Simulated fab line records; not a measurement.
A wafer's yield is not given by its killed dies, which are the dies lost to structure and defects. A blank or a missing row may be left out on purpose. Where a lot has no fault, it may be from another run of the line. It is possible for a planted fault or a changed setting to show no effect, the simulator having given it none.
fab line records	flow sky130
record lots=13	wafers=39	last-day=50
route steps=708 shown METAL1@454 VIA4@642 PAD_OPEN@707
lots with no fault: from the same line, run without faults
start-h: start of the lot's first displayed wafer, in hours after the record's first day	wait-h: time in hours since the lot's previous step	" unchanged from the row above	L1.1+2: a single row standing in for several wafers	- value missing, or start not given	* or withheld: withheld	< > ~ a bound
route shown NAME@n: NAME is a module with steps in the file, n the number in the route of the first one	usual: mean/standard deviation taken from wafers without a fault	same: alike in all rows	chamber/n: place in a boat	sites: each site's reading	_std_site: their standard deviation	_edge_site: mean of outer sites minus mean of inner sites	radius-mm: how far each site lies from the wafer's centre	mask NAME#n: copy n	behind: tool/chamber where the wafer was last shaped	hold: reason for holding the lot/hours on hold/outcome of the hold	device: names the non-switching transistor (n, p or np)	end of line: the tests these same wafers got at the end of their route	for a step that has no rows: nothing shown but its recipe	killed: at the first sort, the dies lost to defects and structure; wafer yield is something else	map: shows each die of a wafer: x if killed, . if not, _ if none is there
set.NAME: the setting that was run; set.NAME@STEP: the one run at that earlier step	model.NAME: the simulator's own value behind a step, which no gauge read
route steps across a sampled set of lots; one table per step, one row per wafer
services: from which hour (start-h, from the record's first day; less than 0 if before it) a tool's chamber was out of use, for how many hours, and why
## steps
# step SKY_METAL1_STRIP_20
# recipe chemistry=O2/N2	power-w=1400	pressure-mtorr=1500	platen-temp-c=withheld	o2-flow-sccm=3000	n2-flow-sccm=300	overash-fraction=0.5
# usual drypump-motor-current-A=5.9/0.49	oes-product-au=0.343/0.0049	strip-time-to-endpoint-s=2.699/0.029
lot.wafer	tool	chamber	start-h	wait-h	drypump-motor-current-A	oes-product-au	rf-hours-counter-h	strip-time-to-endpoint-s
L880.4	plasma-asher-03	1	770.45	0.1	6.4	0.348	-	2.662
L880.5	"	0	"	"	5.5	0.342	-	2.668
L880.6	"	1	"	"	6.5	0.347	-	2.683
L881.4	plasma-asher-04	1	774.15	0.1	5.1	0.351	-	2.709
L881.5	"	0	"	"	6.2	0.342	-	2.701
L881.6	"	1	"	"	5.1	0.350	-	2.758
L882.3	plasma-asher-03	1	776.77	0.1	6.5	0.343	-	2.694
L882.4	"	0	"	"	5.5	0.336	-	2.693
L882.6	"	1	"	"	6.5	0.342	-	2.681
L883.1	plasma-asher-01	1	790.67	0.1	6.4	0.337	69	2.709
L883.2	"	0	"	"	5.5	0.340	69	2.716
L883.3	"	0	"	"	5.5	0.340	-	2.748
L884.1	plasma-asher-04	0	791.69	0.1	6.2	0.346	35	2.679
L884.2	"	1	"	"	5.1	0.350	35	2.715
L884.4	"	0	"	"	6.2	0.341	-	2.703
L885.2	plasma-asher-01	0	798.01	0.1	5.5	0.349	70	2.668
L885.3	"	0	"	"	5.5	0.342	-	2.697
L885.6	"	1	"	"	6.4	0.346	-	2.639
L886.3	plasma-asher-03	0	802.82	0.1	5.5	0.356	-	2.745
L886.4	"	1	"	"	6.5	0.351	-	2.722
L886.5	"	0	"	"	5.5	0.345	-	2.659
L888.1	plasma-asher-01	1	823.37	0.1	6.4	0.338	72	2.666
L888.3	"	1	"	"	6.4	0.349	-	2.675
L888.6	"	1	"	"	6.4	0.349	-	2.636
L889.2	plasma-asher-03	0	827.64	0.1	5.5	0.350	92	2.728
L889.3	"	0	"	"	5.5	0.332	-	2.745
L889.6	"	0	"	"	5.5	0.341	-	2.731
L890.1	plasma-asher-01	1	829.96	0.1	6.4	0.346	74	2.741
L890.3	"	1	"	"	6.4	0.337	-	2.727
L890.6	"	1	"	"	6.4	0.345	-	2.759
L894.1	plasma-asher-01	0	875.46	0.1	5.5	0.343	78	2.672
L894.2	"	1	"	"	6.4	0.347	78	2.662
L894.3	"	1	"	"	6.4	0.341	-	2.672
L896.1	plasma-asher-01	0	893.88	0.1	5.5	0.339	80	2.717
L896.5	"	1	"	"	6.4	0.343	-	2.699
L896.6	"	0	"	"	5.5	0.335	-	2.685
L903.1	plasma-asher-04	1	935.84	0.1	5.1	0.344	51	2.673
L903.3	"	1	"	"	5.1	0.345	-	2.682
L903.5	"	0	"	"	6.2	0.343	-	2.676
# step SKY_VIA4_BOW_MEAS_03
# recipe mode=bow
# usual VIA4_BOW=81/7.5
lot.wafer	tool	chamber	start-h	wait-h	VIA4_BOW[um]
L880.4	film-metro-02	-	985.44	0.3	91
L880.5	"	-	"	"	92
L880.6	"	-	"	"	77
L881.4	film-metro-02	-	987.32	0.2	79
L881.5	"	-	"	"	79
L881.6	"	-	"	"	93
L882.3	film-metro-01	-	992.24	0.2	84
L882.4	"	-	"	"	85
L882.6	"	-	"	"	82
L883.1	film-metro-03	-	998.74	0.1	85
L883.2	"	-	"	"	85
L883.3	"	-	"	"	91
L884.1	film-metro-02	-	1004.97	0.1	85
L884.2	"	-	"	"	86
L884.4	"	-	"	"	75
L885.2	film-metro-01	-	1010.07	0.3	91
L885.3	"	-	"	"	83
L885.6	"	-	"	"	89
L886.3	film-metro-03	-	1015.13	0.2	78
L886.4	"	-	"	"	82
L886.5	"	-	"	"	75
L888.1	film-metro-03	-	1032.20	0.1	77
L888.3	"	-	"	"	60
L888.6	"	-	"	"	70
L889.2	film-metro-03	-	1035.35	0.2	82
L889.3	"	-	"	"	82
L889.6	"	-	"	"	81
L890.1	film-metro-02	-	1037.71	0.1	81
L890.3	"	-	"	"	72
L890.6	"	-	"	"	81
L894.1	film-metro-03	-	1077.13	0.1	81
L894.2	"	-	"	"	73
L894.3	"	-	"	"	91
L896.1	film-metro-03	-	1088.90	0.2	82
L896.5	"	-	"	"	84
L896.6	"	-	"	"	83
L903.1	film-metro-01	-	1126.03	0.2	79
L903.3	"	-	"	"	76
L903.5	"	-	"	"	81
# step SKY_VIA4_OVL_MEAS_11
# usual VIA4_OVL=-0.2/1.3
lot.wafer	tool	chamber	start-h	wait-h	VIA4_OVL[nm]
L880.4	overlay-02	-	1009.02	0.1	0.3
L880.5	"	-	"	"	-0.6
L880.6	"	-	"	"	-0.3
L881.4	overlay-01	-	1010.00	0.1	1.4
L881.5	"	-	"	"	0.5
L881.6	"	-	"	"	1.0
L882.3	overlay-02	-	1015.64	0.1	1.5
L882.4	"	-	"	"	1.7
L882.6	"	-	"	"	1.0
L883.1	overlay-02	-	1021.04	0.1	1.5
L883.2	"	-	"	"	0.4
L883.3	"	-	"	"	-0.3
L884.1	overlay-02	-	1027.84	0.1	-0.6
L884.2	"	-	"	"	1.3
L884.4	"	-	"	"	1.5
L885.2	overlay-01	-	1032.39	0.1	1.0
L885.3	"	-	"	"	-1.2
L885.6	"	-	"	"	-1.2
L886.3	overlay-02	-	1037.40	0.1	-1.2
L886.4	"	-	"	"	0.6
L886.5	"	-	"	"	-0.3
L888.1	overlay-01	-	1054.20	0.1	-0.3
L888.3	"	-	"	"	-1.4
L888.6	"	-	"	"	-2.6
L889.2	overlay-01	-	1057.31	0.1	-2.4
L889.3	"	-	"	"	-1.8
L889.6	"	-	"	"	-0.3
L890.1	overlay-01	-	1059.78	0.1	2.9
L890.3	"	-	"	"	1.1
L890.6	"	-	"	"	-0.3
L894.1	overlay-01	-	1097.05	0.1	0.4
L894.2	"	-	"	"	0.6
L894.3	"	-	"	"	0.1
L896.1	overlay-02	-	1108.89	0.1	0.3
L896.5	"	-	"	"	0.3
L896.6	"	-	"	"	-0.6
L903.1	overlay-02	-	1144.30	0.1	1.1
L903.3	"	-	"	"	-0.2
L903.5	"	-	"	"	-0.1
# step SKY_PAD_OPEN_BOW_MEAS_13
# recipe mode=bow
# usual PAD_OPEN_BOW=50/7.6
lot.wafer	tool	chamber	start-h	wait-h	PAD_OPEN_BOW[um]
L880.4	film-metro-03	-	1079.29	-	58
L880.5	"	-	"	"	62
L880.6	"	-	"	"	47
L881.4	film-metro-02	-	1081.64	-	45
L881.5	"	-	"	"	45
L881.6	"	-	"	"	58
L882.3	film-metro-03	-	1086.92	-	48
L882.4	"	-	"	"	49
L882.6	"	-	"	"	45
L883.1	film-metro-03	-	1088.52	-	51
L883.2	"	-	"	"	50
L883.3	"	-	"	"	58
L884.1	film-metro-04	-	1096.41	-	52
L884.2	"	-	"	"	53
L884.4	"	-	"	"	44
L885.2	film-metro-02	-	1101.67	-	64
L885.3	"	-	"	"	56
L885.6	"	-	"	"	62
L886.3	film-metro-03	-	1105.72	-	50
L886.4	"	-	"	"	54
L886.5	"	-	"	"	45
L888.1	film-metro-04	-	1120.16	-	46
L888.3	"	-	"	"	29
L888.6	"	-	"	"	38
L889.2	film-metro-03	-	1123.21	-	48
L889.3	"	-	"	"	49
L889.6	"	-	"	"	47
L890.1	film-metro-02	-	1125.92	-	50
L890.3	"	-	"	"	42
L890.6	"	-	"	"	52
L894.1	film-metro-02	-	1157.58	-	48
L894.2	"	-	"	"	39
L894.3	"	-	"	"	56
L896.1	film-metro-03	-	1167.75	-	54
L896.5	"	-	"	"	57
L896.6	"	-	"	"	55
L903.1	film-metro-03	-	1200.23	-	50
L903.3	"	-	"	"	47
L903.5	"	-	"	"	53
# step SKY_PAD_OPEN_PROBE_99
# usual defect-limited-yield=82.5/1.8	killed_at_M0_to_M3=43/5.9	killed_at_M4_up=3.3/1.9	killed-at-contacts=24/5.6	killed-at-front-end=15/4.1	killed-at-other=0.4/0.66	killed-dies=86/9	killed-on-rim=17/3.7	killed-open=47/6.9	killed-short=39/6.2	sort_bin_3_pad_short=0.9/0.45	sort_bin_5_function=10.3/1.4	sort_bin_6_memory=6.3/1.2	sort-n-pass=406/9	sort-yield-pct=82.5/1.8
# same gross-dies=492	killed-at-back-side=0	sort_bin_4_leakage[%]=0	sort_bin_8_speed[%]=0
lot.wafer	tool	chamber	start-h	wait-h	defect-limited-yield[%]	killed_at_M0_to_M3	killed_at_M4_up	killed-at-contacts	killed-at-front-end	killed-at-other	killed-dies	killed-on-rim	killed-open	killed-short	sort_bin_3_pad_short[%]	sort_bin_5_function[%]	sort_bin_6_memory[%]	sort-n-pass	sort-yield-pct[%]
L885.2	prober-02	-	1101.82	0.1	81.1	48	3	26	14	2	93	27	59	34	0.6	10.0	8.3	399	81.1
L885.3	prober-02	-	1101.87	0.2	83.3	51	3	14	13	1	82	19	49	33	0.8	9.1	6.7	410	83.3
L885.6	prober-02	-	1102.02	0.2	81.5	48	5	24	13	1	91	20	54	37	0.4	10.8	7.3	401	81.5
L886.3	prober-01	-	1105.90	0.2	81.7	41	5	32	11	1	90	18	40	49	1.2	10.4	6.7	402	81.7
L886.4	prober-01	-	1105.95	0.2	82.5	33	7	26	19	1	86	14	45	41	1.0	11.8	4.7	406	82.5
L886.5	prober-01	-	1106.00	0.2	82.1	42	1	33	12	0	88	20	45	42	0.4	11.8	5.7	404	82.1
L888.1	prober-01	-	1120.28	0.1	80.7	49	5	21	19	1	95	12	40	54	2.0	12.8	4.5	397	80.7
L888.3	prober-01	-	1120.38	0.2	78.7	56	1	31	17	0	105	19	55	50	1.6	13.2	6.5	387	78.7
L888.6	prober-01	-	1120.53	0.2	81.1	47	3	22	21	0	93	24	48	45	0.8	8.5	9.6	399	81.1
L889.2	prober-02	-	1123.36	0.1	78.5	50	3	31	22	0	106	20	54	52	1.8	12.0	7.7	386	78.5
L889.3	prober-02	-	1123.41	0.2	84.1	47	2	17	12	0	78	13	38	40	1.4	10.0	4.5	414	84.1
L889.6	prober-02	-	1123.56	0.2	84.3	44	1	18	14	0	77	12	37	40	0.6	7.3	7.7	415	84.3
L890.1	prober-01	-	1126.04	0.1	83.1	45	3	16	17	2	83	20	43	40	1.2	11.0	4.7	409	83.1
L894.1	prober-01	-	1157.70	0.1	71.1	107	5	15	14	1	142	23	41	30	5.5	16.3	7.1	350	71.1
L894.2	prober-01	-	1157.75	0.1	82.5	42	3	19	22	0	86	18	47	39	1.0	10.0	6.5	406	82.5
L894.3	prober-01	-	1157.80	0.2	81.1	51	3	24	15	0	93	25	56	36	1.0	11.4	6.5	399	81.1
L896.1	prober-01	-	1167.87	0.1	70.5	104	2	24	14	1	145	17	49	34	4.9	17.9	6.7	347	70.5
L896.5	prober-01	-	1168.07	0.2	81.1	47	5	21	20	0	93	19	46	47	1.8	10.4	6.7	399	81.1
L896.6	prober-01	-	1168.12	0.2	69.9	99	2	39	8	0	148	22	41	42	5.1	17.5	7.5	344	69.9
# killed by level:class
L885.2 VIA3:geometric-particle:open=12 LI_CONTACT:geometric-particle:open=11 VIA1:geometric-particle:open=8 METAL1:geometric-particle:short=8 CONTACT:geometric-particle:open=7 FIELD_ISO:geometric-particle:short=5 METAL2:geometric-particle:short=5 VIA2:geometric-particle:open=5
L885.3 VIA1:geometric-particle:open=15 METAL1:geometric-particle:short=10 VIA2:geometric-particle:open=8 LOCAL_INTERCONNECT:geometric-particle:short=5 FIELD_ISO:geometric-particle:open=4 POLY_GATE:geometric-particle:open=4 LI_CONTACT:geometric-particle:open=4 VIA1:geometric-particle:short=4
L885.6 VIA1:geometric-particle:open=17 CONTACT:geometric-particle:open=9 LI_CONTACT:geometric-particle:open=7 METAL1:geometric-particle:short=5 VIA1:geometric-particle:short=5 LI_CONTACT:geometric-particle:short=4 CONTACT:geometric-particle:short=4 VIA2:geometric-particle:open=4
L886.3 CONTACT:geometric-particle:open=10 CONTACT:geometric-particle:short=10 VIA1:geometric-particle:short=7 VIA2:geometric-particle:open=7 METAL2:geometric-particle:short=6 LI_CONTACT:geometric-particle:open=5 LI_CONTACT:geometric-particle:short=5 VIA1:geometric-particle:open=4
L886.4 CONTACT:geometric-particle:open=10 FIELD_ISO:geometric-particle:short=9 VIA1:geometric-particle:open=7 LOCAL_INTERCONNECT:geometric-particle:short=6 METAL4:geometric-particle:short=5 VIA3:geometric-particle:open=5 CONTACT:geometric-particle:short=4 METAL1:geometric-particle:open=4
L886.5 CONTACT:geometric-particle:short=11 CONTACT:geometric-particle:open=9 VIA1:geometric-particle:open=8 LI_CONTACT:geometric-particle:open=7 VIA2:geometric-particle:open=7 FIELD_ISO:geometric-particle:open=5 VIA1:geometric-particle:short=5 METAL2:geometric-particle:short=5
L888.1 METAL1:geometric-particle:short=10 METAL2:geometric-particle:short=8 VIA1:geometric-particle:open=8 CONTACT:geometric-particle:open=7 FIELD_ISO:geometric-particle:short=7 CONTACT:geometric-particle:short=6 FIELD_ISO:geometric-particle:open=4 VIA3:geometric-particle:open=4
L888.3 CONTACT:geometric-particle:open=11 VIA1:geometric-particle:open=10 LI_CONTACT:geometric-particle:open=8 FIELD_ISO:geometric-particle:short=6 LOCAL_INTERCONNECT:geometric-particle:short=6 VIA3:geometric-particle:open=6 VIA3:geometric-particle:short=6 VIA2:geometric-particle:open=5
L888.6 LI_CONTACT:geometric-particle:open=8 METAL1:geometric-particle:short=8 VIA1:geometric-particle:open=8 FIELD_ISO:geometric-particle:short=7 FIELD_ISO:geometric-particle:open=5 VIA2:geometric-particle:open=5 METAL1:geometric-particle:open=4 CONTACT:geometric-particle:short=4
L889.2 CONTACT:geometric-particle:open=16 FIELD_ISO:geometric-particle:open=7 METAL1:geometric-particle:short=7 VIA1:geometric-particle:open=7 FIELD_ISO:geometric-particle:short=6 CONTACT:geometric-particle:short=6 VIA2:geometric-particle:short=6 VIA3:geometric-particle:open=6
L889.3 VIA1:geometric-particle:open=11 METAL2:geometric-particle:short=9 CONTACT:geometric-particle:open=9 VIA2:geometric-particle:open=6 METAL3:geometric-particle:short=5 FIELD_ISO:geometric-particle:short=4 POLY_GATE:geometric-particle:open=4 LOCAL_INTERCONNECT:geometric-particle:short=4
L889.6 VIA2:geometric-particle:open=8 METAL2:geometric-particle:short=8 CONTACT:geometric-particle:open=7 VIA1:geometric-particle:open=7 VIA3:geometric-particle:short=7 FIELD_ISO:geometric-particle:open=5 VIA1:geometric-particle:short=5 FIELD_ISO:geometric-particle:short=3
L890.1 VIA1:geometric-particle:open=9 VIA2:geometric-particle:open=8 POLY_GATE:geometric-particle:short=6 CONTACT:geometric-particle:open=6 VIA1:geometric-particle:short=6 METAL2:geometric-particle:short=6 VIA3:geometric-particle:open=5 FIELD_ISO:geometric-particle:open=3
L894.1 METAL1:unspecified=70 VIA1:geometric-particle:open=11 POLY_GATE:geometric-particle:open=10 CONTACT:geometric-particle:open=6 VIA3:geometric-particle:open=6 CONTACT:geometric-particle:short=4 VIA1:geometric-particle:short=4 METAL2:geometric-particle:short=4
L894.2 VIA1:geometric-particle:open=11 CONTACT:geometric-particle:open=10 FIELD_ISO:geometric-particle:open=8 METAL2:geometric-particle:short=7 VIA2:geometric-particle:open=6 FIELD_ISO:geometric-particle:short=4 VIA1:geometric-particle:short=4 POLY_GATE:geometric-particle:short=4
L894.3 CONTACT:geometric-particle:open=10 VIA2:geometric-particle:open=9 VIA1:geometric-particle:open=8 METAL2:geometric-particle:short=8 POLY_GATE:geometric-particle:short=6 LI_CONTACT:geometric-particle:open=6 VIA3:geometric-particle:open=6 FIELD_ISO:geometric-particle:open=4
L896.1 METAL1:unspecified=62 VIA1:geometric-particle:open=12 CONTACT:geometric-particle:open=9 LI_CONTACT:geometric-particle:open=8 POLY_GATE:geometric-particle:open=7 METAL1:geometric-particle:short=7 VIA3:geometric-particle:open=5 CONTACT:geometric-particle:short=4
L896.5 CONTACT:geometric-particle:open=9 POLY_GATE:geometric-particle:short=7 METAL1:geometric-particle:short=7 POLY_GATE:geometric-particle:open=6 METAL2:geometric-particle:short=6 VIA2:geometric-particle:short=6 LI_CONTACT:geometric-particle:open=5 VIA2:geometric-particle:open=5
L896.6 METAL1:unspecified=64 CONTACT:geometric-particle:open=10 CONTACT:geometric-particle:short=9 LI_CONTACT:geometric-particle:open=8 LOCAL_INTERCONNECT:geometric-particle:short=8 VIA1:geometric-particle:open=8 VIA2:geometric-particle:open=8 METAL2:geometric-particle:short=5
## services
tool	chamber	start-h	hours	kind
plasma-asher-04	-	778.93	1.3	repair
plasma-asher-01	-	819.06	0.9	repair
plasma-asher-01	-	837.06	2.1	repair
## key
first-sign step=SKY_PAD_OPEN_PROBE_99	reading=killed_at_M0_to_M3	direction=up	sigmas=10	usual=43	struck=103
effect step=SKY_PAD_OPEN_PROBE_99	reading=sort_bin_3_pad_short	direction=up	sigmas=9.4	usual=0.9	struck=5.1
met-at SKY_METAL1_STRIP_20
struck-lots L894,L896
struck-wafers L894.1,L896.1,L896.6
not-acting-at SKY_VIA4_BOW_MEAS_03,SKY_VIA4_OVL_MEAS_11,SKY_PAD_OPEN_BOW_MEAS_13
onset-between 798.01 875.46
fault kind=chamber-particle-source	tool=plasma-asher-01	chamber=0	onset-h=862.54	steps=SKY_METAL1_STRIP_20	rate-per-visit-cm2=1.5819	end-h=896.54
